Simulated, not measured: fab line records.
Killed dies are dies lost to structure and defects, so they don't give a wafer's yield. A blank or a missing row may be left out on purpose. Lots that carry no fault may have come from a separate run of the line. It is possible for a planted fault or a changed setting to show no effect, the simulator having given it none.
What tool caused it? :: flow sky130 :: 24 lots, 72 wafers sampled, at 6 steps of a route of 708

## WHAT EACH GAUGE READ, for each wafer
SKY_VIA2_THK_MEAS_23: measures by xrf. Usual: VIA2_W_THK 432 nm, standard deviation 7.9.
lot: L074
measured: day 36 22:44
on: film_metro-03
VIA2_W_THK (nm): 412 424 426
flag: 

lot: L075
measured: day 37 01:32
on: film_metro-01
VIA2_W_THK (nm): 433 425 434
flag: 

lot: L076
measured: day 37 13:05
on: film_metro-03
VIA2_W_THK (nm): 412 418 419
flag: 

lot: L077
measured: day 38 00:05
on: film_metro-01
VIA2_W_THK (nm): 438 437 438
flag: 

lot: L079
measured: day 38 10:13
on: film_metro-02
VIA2_W_THK (nm): 426 434 429
flag: 

lot: L078
measured: day 38 10:09
on: film_metro-01
VIA2_W_THK (nm): 437 436 436
flag: 

lot: L080
measured: day 38 17:44
on: film_metro-01
VIA2_W_THK (nm): 437 429 439
flag: 

lot: L081
measured: day 38 19:25
on: film_metro-01
VIA2_W_THK (nm): 435 436 433
flag: 

lot: L082
measured: day 38 23:22
on: film_metro-02
VIA2_W_THK (nm): 432 431 422
flag: 

lot: L084
measured: day 39 11:48
on: film_metro-03
VIA2_W_THK (nm): 422 423 427
flag: 

lot: L083
measured: day 39 15:01
on: film_metro-03
VIA2_W_THK (nm): 429 421 426
flag: 

lot: L085
measured: day 39 23:17
on: film_metro-02
VIA2_W_THK (nm): 439 434 442
flag: 

lot: L086
measured: day 40 01:26
on: film_metro-01
VIA2_W_THK (nm): 432 437 435
flag: 

lot: L087
measured: day 40 01:47
on: film_metro-03
VIA2_W_THK (nm): 432 429 434
flag: 

lot: L088
measured: day 40 11:35
on: film_metro-01
VIA2_W_THK (nm): 444 438 434
flag: 

lot: L089
measured: day 40 16:02
on: film_metro-01
VIA2_W_THK (nm): 441 437 426
flag: 

lot: L090
measured: day 40 23:13
on: film_metro-01
VIA2_W_THK (nm): 439 438 430
flag: 

lot: L091
measured: day 41 02:38
on: film_metro-01
VIA2_W_THK (nm): 437 439 436
flag: 

lot: L092
measured: day 41 14:26
on: film_metro-02
VIA2_W_THK (nm): 432 443 439
flag: 

lot: L093
measured: day 41 20:24
on: film_metro-02
VIA2_W_THK (nm): 443 443 444
flag: 

lot: L094
measured: day 42 00:46
on: film_metro-02
VIA2_W_THK (nm): 443 442 439
flag: 

lot: L095
measured: day 42 13:59
on: film_metro-03
VIA2_W_THK (nm): 427 423 415
flag: 

lot: L096
measured: day 42 15:08
on: film_metro-02
VIA2_W_THK (nm): 424 425 438
flag: 

lot: L097
measured: day 42 21:42
on: film_metro-02
VIA2_W_THK (nm): 428 423 439
flag: 

SKY_CAP2M_THK_MEAS_01. Usual: CAP2M_CVD_00_THK 15.58 nm, standard deviation 0.28.
lot: L074
measured: day 40 05:37
on: film_metro-01
CAP2M_CVD_00_THK (nm): 15.30 15.39 15.82
flag: 

lot: L075
measured: day 40 08:40
on: film_metro-01
CAP2M_CVD_00_THK (nm): 15.51 15.16 15.23
flag: 

lot: L076
measured: day 40 19:47
on: film_metro-04
CAP2M_CVD_00_THK (nm): 15.17 15.56 15.70
flag: 

lot: L077
measured: day 41 06:21
on: film_metro-01
CAP2M_CVD_00_THK (nm): 15.44 15.81 15.65
flag: 

lot: L079
measured: day 41 16:52
on: film_metro-01
CAP2M_CVD_00_THK (nm): 15.26 15.23 15.23
flag: 

lot: L078
measured: day 41 15:22
on: film_metro-01
CAP2M_CVD_00_THK (nm): 15.66 15.59 15.75
flag: 

lot: L080
measured: day 42 00:19
on: film_metro-01
CAP2M_CVD_00_THK (nm): 15.93 15.48 15.89
flag: 

lot: L081
measured: day 42 01:41
on: film_metro-02
CAP2M_CVD_00_THK (nm): 15.33 15.29 15.43
flag: 

lot: L082
measured: day 42 05:20
on: film_metro-04
CAP2M_CVD_00_THK (nm): 15.36 15.38 15.08
flag: 

lot: L084
measured: day 42 16:34
on: film_metro-01
CAP2M_CVD_00_THK (nm): 15.75 15.89 15.80
flag: 

lot: L083
measured: day 42 19:43
on: film_metro-02
CAP2M_CVD_00_THK (nm): 15.82 16.01 15.46
flag: 

lot: L085
measured: day 43 03:07
on: film_metro-01
CAP2M_CVD_00_THK (nm): 15.17 15.49 15.72
flag: 

lot: L086
measured: day 43 04:25
on: film_metro-01
CAP2M_CVD_00_THK (nm): 15.53 15.60 15.95
flag: 

lot: L087
measured: day 43 05:19
on: film_metro-01
CAP2M_CVD_00_THK (nm): 15.24 15.45 15.59
flag: 

lot: L088
measured: day 43 13:44
on: film_metro-04
CAP2M_CVD_00_THK (nm): 15.44 15.62 15.76
flag: 

lot: L089
measured: day 43 19:20
on: film_metro-04
CAP2M_CVD_00_THK (nm): 15.76 16.08 15.67
flag: 

lot: L090
measured: day 44 01:02
on: film_metro-04
CAP2M_CVD_00_THK (nm): 15.42 15.22 15.84
flag: 

lot: L091
measured: day 44 05:41
on: film_metro-02
CAP2M_CVD_00_THK (nm): 15.57 15.42 15.95
flag: 

lot: L092
measured: day 44 14:14
on: film_metro-01
CAP2M_CVD_00_THK (nm): 14.87 15.41 15.78
flag: 

lot: L093
measured: day 44 20:43
on: film_metro-02
CAP2M_CVD_00_THK (nm): 15.11 16.26 15.71
flag: 

lot: L094
measured: day 45 01:49
on: film_metro-01
CAP2M_CVD_00_THK (nm): 14.95 15.39 15.29
flag: 

lot: L095
measured: day 45 14:05
on: film_metro-01
CAP2M_CVD_00_THK (nm): 15.56 15.65 15.67
flag: 

lot: L096
measured: day 45 14:37
on: film_metro-04
CAP2M_CVD_00_THK (nm): 15.76 15.69 15.97
flag: 

lot: L097
measured: day 45 20:40
on: film_metro-01
CAP2M_CVD_00_THK (nm): 15.57 15.74 15.93
flag: 

SKY_METAL4_CD_MEAS_13: target cd 300 nm. Usual: cd_nm reads 299.4 nm (standard deviation 1.3).
lot: L074
measured: day 42 07:40
on: cd_sem-02
cd_nm (nm): 299.6 298.2 298.7
flag: 

lot: L075
measured: day 42 08:47
on: cd_sem-02
cd_nm (nm): 299.4 302.0 300.1
flag: 

lot: L076
measured: day 42 20:13
on: cd_sem-01
cd_nm (nm): 297.9 297.2 297.7
flag: 

lot: L077
measured: day 43 06:19
on: cd_sem-02
cd_nm (nm): 299.3 300.1 302.0
flag: 

lot: L079
measured: day 43 15:55
on: cd_sem-02
cd_nm (nm): 300.3 298.3 299.0
flag: 

lot: L078
measured: day 43 14:32
on: cd_sem-02
cd_nm (nm): 300.3 301.1 299.9
flag: 

lot: L080
measured: day 43 22:32
on: cd_sem-02
cd_nm (nm): 300.5 300.4 299.6
flag: 

lot: L081
measured: day 44 00:26
on: cd_sem-01
cd_nm (nm): 299.3 298.4 297.6
flag: 

lot: L082
measured: day 44 03:36
on: cd_sem-01
cd_nm (nm): 301.1 302.0 299.2
flag: 

lot: L084
measured: day 44 14:26
on: cd_sem-02
cd_nm (nm): 299.8 299.6 300.6
flag: 

lot: L083
measured: day 44 16:08
on: cd_sem-02
cd_nm (nm): 296.9 295.5 296.8
flag: 

lot: L085
measured: day 45 00:34
on: cd_sem-02
cd_nm (nm): 299.4 300.1 299.7
flag: 

lot: L086
measured: day 45 01:21
on: cd_sem-02
cd_nm (nm): 297.3 298.6 299.1
flag: 

lot: L087
measured: day 45 02:29
on: cd_sem-01
cd_nm (nm): 299.2 299.5 298.3
flag: 

lot: L088
measured: day 45 10:19
on: cd_sem-01
cd_nm (nm): 299.4 299.0 299.3
flag: 

lot: L089
measured: day 45 15:55
on: cd_sem-01
cd_nm (nm): 299.3 300.4 300.6
flag: 

lot: L090
measured: day 45 21:35
on: cd_sem-02
cd_nm (nm): 299.4 298.4 298.1
flag: 

lot: L091
measured: day 46 01:28
on: cd_sem-02
cd_nm (nm): 299.6 299.9 299.8
flag: 

lot: L092
measured: day 46 10:05
on: cd_sem-01
cd_nm (nm): 298.6 296.7 297.8
flag: 

lot: L093
measured: day 46 16:22
on: cd_sem-01
cd_nm (nm): 299.5 299.5 300.0
flag: 

lot: L094
measured: day 46 20:59
on: cd_sem-01
cd_nm (nm): 298.6 299.2 298.9
flag: 

lot: L095
measured: day 47 08:29
on: cd_sem-01
cd_nm (nm): 298.6 300.3 299.3
flag: 

lot: L096
measured: day 47 09:22
on: cd_sem-01
cd_nm (nm): 302.6 300.9 300.7
flag: 

lot: L097
measured: day 47 14:22
on: cd_sem-02
cd_nm (nm): 300.3 299.5 301.7
flag: 

## EACH LOT AND THE TOOL THAT RAN IT (in order: tool; ch and the chambers of the sampled wafers; start)
lot: L074
SKY_SPACER_ETCHBACK_02: rie_diel-04 ch 0,1,3, day 23 17:13
SKY_SD_P_STRIP_10: plasma_asher-03 ch 0,1, day 26 04:38
SKY_METAL3_SPUTTER_04: pvd_sputter-02, day 36 23:28

lot: L075
SKY_SPACER_ETCHBACK_02: rie_diel-01 ch 0,1,2, day 23 18:26
SKY_SD_P_STRIP_10: plasma_asher-01 ch 0,1, day 26 07:02
SKY_METAL3_SPUTTER_04: pvd_sputter-03, day 37 02:00

lot: L076
SKY_SPACER_ETCHBACK_02: rie_diel-04 ch 0,2,3, day 24 05:54
SKY_SD_P_STRIP_10: plasma_asher-03 ch 0,1, day 26 17:34
SKY_METAL3_SPUTTER_04: pvd_sputter-01, day 37 13:32

lot: L077
SKY_SPACER_ETCHBACK_02: rie_diel-03 ch 0,1, day 24 19:50
SKY_SD_P_STRIP_10: plasma_asher-02 ch 0,1, day 27 07:19
SKY_METAL3_SPUTTER_04: pvd_sputter-03, day 38 00:31

lot: L079
SKY_SPACER_ETCHBACK_02: rie_diel-03 ch 0,3, day 25 09:29
SKY_SD_P_STRIP_10: plasma_asher-01 ch 0,1, day 27 21:20
SKY_METAL3_SPUTTER_04: pvd_sputter-02, day 38 10:40

lot: L078
SKY_SPACER_ETCHBACK_02: rie_diel-04 ch 0,2,3, day 25 11:22
SKY_SD_P_STRIP_10: plasma_asher-02 ch 0,1, day 27 22:56
SKY_METAL3_SPUTTER_04: pvd_sputter-01, day 38 10:37

lot: L080
SKY_SPACER_ETCHBACK_02: rie_diel-04 ch 0,2,3, day 25 19:23
SKY_SD_P_STRIP_10: plasma_asher-02 ch 0,1, day 28 06:32
SKY_METAL3_SPUTTER_04: pvd_sputter-03, day 38 18:12

lot: L081
SKY_SPACER_ETCHBACK_02: rie_diel-03 ch 1,2, day 25 21:22
SKY_SD_P_STRIP_10: plasma_asher-03 ch 0,1, day 28 08:37
SKY_METAL3_SPUTTER_04: pvd_sputter-01, day 38 19:53

lot: L082
SKY_SPACER_ETCHBACK_02: rie_diel-01 ch 0,1, day 26 02:01
SKY_SD_P_STRIP_10: plasma_asher-03 ch 0,1, day 28 13:13
SKY_METAL3_SPUTTER_04: pvd_sputter-03, day 38 23:52

lot: L084
SKY_SPACER_ETCHBACK_02: rie_diel-03 ch 2,3, day 26 19:14
SKY_SD_P_STRIP_10: plasma_asher-03 ch 0,1, day 29 05:14
SKY_METAL3_SPUTTER_04: pvd_sputter-02, day 39 12:14

lot: L083
SKY_SPACER_ETCHBACK_02: rie_diel-03 ch 0,3, day 26 20:26
SKY_SD_P_STRIP_10: plasma_asher-03 ch 0,1, day 29 06:28
SKY_METAL3_SPUTTER_04: pvd_sputter-03, day 39 15:28

lot: L085
SKY_SPACER_ETCHBACK_02: rie_diel-03 ch 0,1,3, day 27 06:53
SKY_SD_P_STRIP_10: plasma_asher-01 ch 0,1, day 29 16:44
SKY_METAL3_SPUTTER_04: pvd_sputter-02, day 39 23:45

lot: L086
SKY_SPACER_ETCHBACK_02: rie_diel-03 ch 0,1, day 27 08:19
SKY_SD_P_STRIP_10: plasma_asher-01 ch 0,1, day 29 18:50
SKY_METAL3_SPUTTER_04: pvd_sputter-03, day 40 01:53

lot: L087
SKY_SPACER_ETCHBACK_02: rie_diel-03 ch 0,1,2, day 27 11:14
SKY_SD_P_STRIP_10: plasma_asher-02 ch 0,1, day 29 19:10
SKY_METAL3_SPUTTER_04: pvd_sputter-01, day 40 02:14

lot: L088
SKY_SPACER_ETCHBACK_02: rie_diel-04 ch 0,1,3, day 27 22:28
SKY_SD_P_STRIP_10: plasma_asher-03 ch 0,1, day 30 07:01
SKY_METAL3_SPUTTER_04: pvd_sputter-03, day 40 12:03

lot: L089
SKY_SPACER_ETCHBACK_02: rie_diel-01 ch 1,2,3, day 28 03:01
SKY_SD_P_STRIP_10: plasma_asher-03 ch 0,1, day 30 10:58
SKY_METAL3_SPUTTER_04: pvd_sputter-01, day 40 16:28

lot: L090
SKY_SPACER_ETCHBACK_02: rie_diel-03 ch 1,2,3, day 28 13:16
SKY_SD_P_STRIP_10: plasma_asher-03 ch 0,1, day 30 21:08
SKY_METAL3_SPUTTER_04: pvd_sputter-03, day 40 23:40

lot: L091
SKY_SPACER_ETCHBACK_02: rie_diel-01 ch 0,2,3, day 28 16:34
SKY_SD_P_STRIP_10: plasma_asher-03 ch 0,1, day 31 00:29
SKY_METAL3_SPUTTER_04: pvd_sputter-03, day 41 03:06

lot: L092
SKY_SPACER_ETCHBACK_02: rie_diel-01 ch 0,2,3, day 29 03:47
SKY_SD_P_STRIP_10: plasma_asher-03 ch 0,1, day 31 11:40
SKY_METAL3_SPUTTER_04: pvd_sputter-01, day 41 14:53

lot: L093
SKY_SPACER_ETCHBACK_02: rie_diel-03 ch 0,2, day 29 08:40
SKY_SD_P_STRIP_10: plasma_asher-02 ch 0,1, day 31 17:11
SKY_METAL3_SPUTTER_04: pvd_sputter-02, day 41 20:52

lot: L094
SKY_SPACER_ETCHBACK_02: rie_diel-04 ch 1,3, day 29 17:07
SKY_SD_P_STRIP_10: plasma_asher-03 ch 0,1, day 31 23:47
SKY_METAL3_SPUTTER_04: pvd_sputter-03, day 42 01:14

lot: L095
SKY_SPACER_ETCHBACK_02: rie_diel-04 ch 1,2,3, day 30 05:36
SKY_SD_P_STRIP_10: plasma_asher-01 ch 0,1, day 32 15:35
SKY_METAL3_SPUTTER_04: pvd_sputter-02, day 42 14:26

lot: L096
SKY_SPACER_ETCHBACK_02: rie_diel-01 ch 0,1,2, day 30 07:59
SKY_SD_P_STRIP_10: plasma_asher-02 ch 0,1, day 32 15:38
SKY_METAL3_SPUTTER_04: pvd_sputter-01, day 42 15:36

lot: L097
SKY_SPACER_ETCHBACK_02: rie_diel-01 ch 0,1,3, day 30 15:49
SKY_SD_P_STRIP_10: plasma_asher-02 ch 0,1, day 32 23:01
SKY_METAL3_SPUTTER_04: pvd_sputter-01, day 42 22:10
- SKY_SPACER_ETCHBACK_02: etches Si3N4 in CH3F/O2, stops on SiO2, time 46.7 s, target depth 45 nm.
- SKY_SD_P_STRIP_10: strips in O2/N2.
- SKY_METAL3_SPUTTER_04: material TiN, target thk 70 nm, time 58.3 s.

## AS READ BY THE TOOLS THEMSELVES (means over the sampled wafers that have a number; for cases with no such wafer, the mark the record gives instead)
SKY_SPACER_ETCHBACK_02. Usual: drypump_motor_current_A 5.9 A, standard deviation 0.41; oes_product_au 0.853 a.u., standard deviation 0.0065; rf_fwd_power_W 395.7 W, standard deviation 2; throttle_valve_pct 10.563 %, standard deviation 0.0077.
lot: L074
tool: rie_diel-04
drypump_motor_current_A (A): 5.5
oes_product_au (a.u.): 0.850
rf_fwd_power_W (W): 395.6
throttle_valve_pct (%): 10.563
flag: 

lot: L075
tool: rie_diel-01
drypump_motor_current_A (A): 5.9
oes_product_au (a.u.): 0.860
rf_fwd_power_W (W): 396.0
throttle_valve_pct (%): 10.561
flag: 

lot: L076
tool: rie_diel-04
drypump_motor_current_A (A): 5.5
oes_product_au (a.u.): 0.859
rf_fwd_power_W (W): 397.2
throttle_valve_pct (%): 10.567
flag: 

lot: L077
tool: rie_diel-03
drypump_motor_current_A (A): 6.4
oes_product_au (a.u.): 0.847
rf_fwd_power_W (W): 393.8
throttle_valve_pct (%): 10.563
flag: 

lot: L079
tool: rie_diel-03
drypump_motor_current_A (A): 6.3
oes_product_au (a.u.): 0.854
rf_fwd_power_W (W): 395.8
throttle_valve_pct (%): 10.568
flag: 

lot: L078
tool: rie_diel-04
drypump_motor_current_A (A): 5.5
oes_product_au (a.u.): 0.851
rf_fwd_power_W (W): 395.8
throttle_valve_pct (%): 10.559
flag: 

lot: L080
tool: rie_diel-04
drypump_motor_current_A (A): 5.5
oes_product_au (a.u.): 0.857
rf_fwd_power_W (W): 396.8
throttle_valve_pct (%): 10.563
flag: 

lot: L081
tool: rie_diel-03
drypump_motor_current_A (A): 5.8
oes_product_au (a.u.): 0.844
rf_fwd_power_W (W): 394.0
throttle_valve_pct (%): 10.564
flag: 

lot: L082
tool: rie_diel-01
drypump_motor_current_A (A): 6.1
oes_product_au (a.u.): 0.850
rf_fwd_power_W (W): 394.4
throttle_valve_pct (%): 10.559
flag: 

lot: L084
tool: rie_diel-03
drypump_motor_current_A (A): 5.9
oes_product_au (a.u.): 0.855
rf_fwd_power_W (W): 394.3
throttle_valve_pct (%): 10.553
flag: 

lot: L083
tool: rie_diel-03
drypump_motor_current_A (A): 6.3
oes_product_au (a.u.): 0.855
rf_fwd_power_W (W): 395.7
throttle_valve_pct (%): 10.559
flag: 

lot: L085
tool: rie_diel-03
drypump_motor_current_A (A): 6.3
oes_product_au (a.u.): 0.850
rf_fwd_power_W (W): 394.1
throttle_valve_pct (%): 10.565
flag: 

lot: L086
tool: rie_diel-03
drypump_motor_current_A (A): 6.5
oes_product_au (a.u.): 0.850
rf_fwd_power_W (W): 395.6
throttle_valve_pct (%): 10.567
flag: 

lot: L087
tool: rie_diel-03
drypump_motor_current_A (A): 6.1
oes_product_au (a.u.): 0.857
rf_fwd_power_W (W): 394.8
throttle_valve_pct (%): 10.558
flag: 

lot: L088
tool: rie_diel-04
drypump_motor_current_A (A): 5.4
oes_product_au (a.u.): 0.852
rf_fwd_power_W (W): 396.6
throttle_valve_pct (%): 10.567
flag: 

lot: L089
tool: rie_diel-01
drypump_motor_current_A (A): 5.8
oes_product_au (a.u.): 0.856
rf_fwd_power_W (W): 397.6
throttle_valve_pct (%): 10.560
flag: 

lot: L090
tool: rie_diel-03
drypump_motor_current_A (A): 5.9
oes_product_au (a.u.): 0.859
rf_fwd_power_W (W): 393.2
throttle_valve_pct (%): 10.564
flag: 

lot: L091
tool: rie_diel-01
drypump_motor_current_A (A): 5.8
oes_product_au (a.u.): 0.856
rf_fwd_power_W (W): 396.7
throttle_valve_pct (%): 10.565
flag: 

lot: L092
tool: rie_diel-01
drypump_motor_current_A (A): 5.8
oes_product_au (a.u.): 0.851
rf_fwd_power_W (W): 397.2
throttle_valve_pct (%): 10.568
flag: 

lot: L093
tool: rie_diel-03
drypump_motor_current_A (A): 5.9
oes_product_au (a.u.): 0.849
rf_fwd_power_W (W): 395.9
throttle_valve_pct (%): 10.564
flag: 

lot: L094
tool: rie_diel-04
drypump_motor_current_A (A): 5.5
oes_product_au (a.u.): 0.850
rf_fwd_power_W (W): 397.3
throttle_valve_pct (%): 10.570
flag: 

lot: L095
tool: rie_diel-04
drypump_motor_current_A (A): 5.5
oes_product_au (a.u.): 0.847
rf_fwd_power_W (W): 396.4
throttle_valve_pct (%): 10.564
flag: 

lot: L096
tool: rie_diel-01
drypump_motor_current_A (A): 5.9
oes_product_au (a.u.): 0.854
rf_fwd_power_W (W): 396.4
throttle_valve_pct (%): 10.563
flag: 

lot: L097
tool: rie_diel-01
drypump_motor_current_A (A): 6.1
oes_product_au (a.u.): 0.851
rf_fwd_power_W (W): 396.7
throttle_valve_pct (%): 10.564
flag: 

SKY_SD_P_STRIP_10. Usual: drypump_motor_current_A 5.6 A, standard deviation 0.32; oes_product_au 0.617 a.u., standard deviation 0.0044; strip_time_to_endpoint_s 17.51 s, standard deviation 0.031.
lot: L074
tool: plasma_asher-03
drypump_motor_current_A (A): 5.6
oes_product_au (a.u.): 0.619
strip_time_to_endpoint_s (s): 17.49
flag: 

lot: L075
tool: plasma_asher-01
drypump_motor_current_A (A): 5.7
oes_product_au (a.u.): 0.623
strip_time_to_endpoint_s (s): 17.55
flag: 

lot: L076
tool: plasma_asher-03
drypump_motor_current_A (A): 5.6
oes_product_au (a.u.): 0.618
strip_time_to_endpoint_s (s): 17.49
flag: 

lot: L077
tool: plasma_asher-02
drypump_motor_current_A (A): 5.8
oes_product_au (a.u.): 0.613
strip_time_to_endpoint_s (s): 17.48
flag: 

lot: L079
tool: plasma_asher-01
drypump_motor_current_A (A): 5.6
oes_product_au (a.u.): 0.611
strip_time_to_endpoint_s (s): 17.50
flag: 

lot: L078
tool: plasma_asher-02
drypump_motor_current_A (A): 5.8
oes_product_au (a.u.): 0.617
strip_time_to_endpoint_s (s): 17.52
flag: 

lot: L080
tool: plasma_asher-02
drypump_motor_current_A (A): 5.8
oes_product_au (a.u.): 0.618
strip_time_to_endpoint_s (s): 17.51
flag: 

lot: L081
tool: plasma_asher-03
drypump_motor_current_A (A): 5.6
oes_product_au (a.u.): 0.615
strip_time_to_endpoint_s (s): 17.54
flag: 

lot: L082
tool: plasma_asher-03
drypump_motor_current_A (A): 5.3
oes_product_au (a.u.): 0.615
strip_time_to_endpoint_s (s): 17.51
flag: 

lot: L084
tool: plasma_asher-03
drypump_motor_current_A (A): 5.6
oes_product_au (a.u.): 0.620
strip_time_to_endpoint_s (s): 17.51
flag: 

lot: L083
tool: plasma_asher-03
drypump_motor_current_A (A): 5.7
oes_product_au (a.u.): 0.614
strip_time_to_endpoint_s (s): 17.51
flag: 

lot: L085
tool: plasma_asher-01
drypump_motor_current_A (A): 5.7
oes_product_au (a.u.): 0.621
strip_time_to_endpoint_s (s): 17.54
flag: 

lot: L086
tool: plasma_asher-01
drypump_motor_current_A (A): 5.6
oes_product_au (a.u.): 0.618
strip_time_to_endpoint_s (s): 17.51
flag: 

lot: L087
tool: plasma_asher-02
drypump_motor_current_A (A): 5.8
oes_product_au (a.u.): 0.618
strip_time_to_endpoint_s (s): 17.49
flag: 

lot: L088
tool: plasma_asher-03
drypump_motor_current_A (A): 5.6
oes_product_au (a.u.): 0.620
strip_time_to_endpoint_s (s): 17.55
flag: 

lot: L089
tool: plasma_asher-03
drypump_motor_current_A (A): 5.6
oes_product_au (a.u.): 0.618
strip_time_to_endpoint_s (s): 17.49
flag: 

lot: L090
tool: plasma_asher-03
drypump_motor_current_A (A): 5.6
oes_product_au (a.u.): 0.620
strip_time_to_endpoint_s (s): 17.50
flag: 

lot: L091
tool: plasma_asher-03
drypump_motor_current_A (A): 5.6
oes_product_au (a.u.): 0.613
strip_time_to_endpoint_s (s): 17.56
flag: 

lot: L092
tool: plasma_asher-03
drypump_motor_current_A (A): 5.6
oes_product_au (a.u.): 0.618
strip_time_to_endpoint_s (s): 17.50
flag: 

lot: L093
tool: plasma_asher-02
drypump_motor_current_A (A): 5.8
oes_product_au (a.u.): 0.617
strip_time_to_endpoint_s (s): 17.50
flag: 

lot: L094
tool: plasma_asher-03
drypump_motor_current_A (A): 5.6
oes_product_au (a.u.): 0.618
strip_time_to_endpoint_s (s): 17.50
flag: 

lot: L095
tool: plasma_asher-01
drypump_motor_current_A (A): 5.7
oes_product_au (a.u.): 0.617
strip_time_to_endpoint_s (s): 17.49
flag: 

lot: L096
tool: plasma_asher-02
drypump_motor_current_A (A): 5.8
oes_product_au (a.u.): 0.617
strip_time_to_endpoint_s (s): 17.51
flag: 

lot: L097
tool: plasma_asher-02
drypump_motor_current_A (A): 5.8
oes_product_au (a.u.): 0.615
strip_time_to_endpoint_s (s): 17.49
flag: 

SKY_METAL3_SPUTTER_04. Usual: throttle_valve_pct reads 30.0 % (standard deviation 1.2).
lot: L074
tool: pvd_sputter-02
throttle_valve_pct (%): 32.0
flag: 

lot: L075
tool: pvd_sputter-03
throttle_valve_pct (%): 28.3
flag: 

lot: L076
tool: pvd_sputter-01
throttle_valve_pct (%): 29.9
flag: 

lot: L077
tool: pvd_sputter-03
throttle_valve_pct (%): 30.3
flag: 

lot: L079
tool: pvd_sputter-02
throttle_valve_pct (%): 31.3
flag: 

lot: L078
tool: pvd_sputter-01
throttle_valve_pct (%): 29.9
flag: 

lot: L080
tool: pvd_sputter-03
throttle_valve_pct (%): 29.1
flag: 

lot: L081
tool: pvd_sputter-01
throttle_valve_pct (%): 29.8
flag: 

lot: L082
tool: pvd_sputter-03
throttle_valve_pct (%): 28.6
flag: 

lot: L084
tool: pvd_sputter-02
throttle_valve_pct (%): 31.4
flag: 

lot: L083
tool: pvd_sputter-03
throttle_valve_pct (%): 30.2
flag: 

lot: L085
tool: pvd_sputter-02
throttle_valve_pct (%): 31.5
flag: 

lot: L086
tool: pvd_sputter-03
throttle_valve_pct (%): 29.6
flag: 

lot: L087
tool: pvd_sputter-01
throttle_valve_pct (%): 29.6
flag: 

lot: L088
tool: pvd_sputter-03
throttle_valve_pct (%): 29.6
flag: 

lot: L089
tool: pvd_sputter-01
throttle_valve_pct (%): 29.8
flag: 

lot: L090
tool: pvd_sputter-03
throttle_valve_pct (%): 29.5
flag: 

lot: L091
tool: pvd_sputter-03
throttle_valve_pct (%): 29.5
flag: 

lot: L092
tool: pvd_sputter-01
throttle_valve_pct (%): 29.7
flag: 

lot: L093
tool: pvd_sputter-02
throttle_valve_pct (%): 30.9
flag: 

lot: L094
tool: pvd_sputter-03
throttle_valve_pct (%): 29.2
flag: 

lot: L095
tool: pvd_sputter-02
throttle_valve_pct (%): 31.5
flag: 

lot: L096
tool: pvd_sputter-01
throttle_valve_pct (%): 29.6
flag: 

lot: L097
tool: pvd_sputter-01
throttle_valve_pct (%): 29.5
flag: 

## THE ANSWER, worked out from the rows above alone
Rule: a lot is off if the mean of its wafers that have a number lies more than 3 standard deviations from the usual mean. A lot without any number at a reading at which 4 lots or more have one is off too. Any other lot the step has rows for is counted as sound. Order of review: gauges by route order, followed by the tools' own readings, for which a lot's mean as printed above is used. The first step at which some lot is off is used, and at that step the reading that is off furthest; a lot without a number counts as furthest.
Nothing can be told from this: no lot is off at any reading shown.

## WHAT THE SIMULATOR HAD INSERTED
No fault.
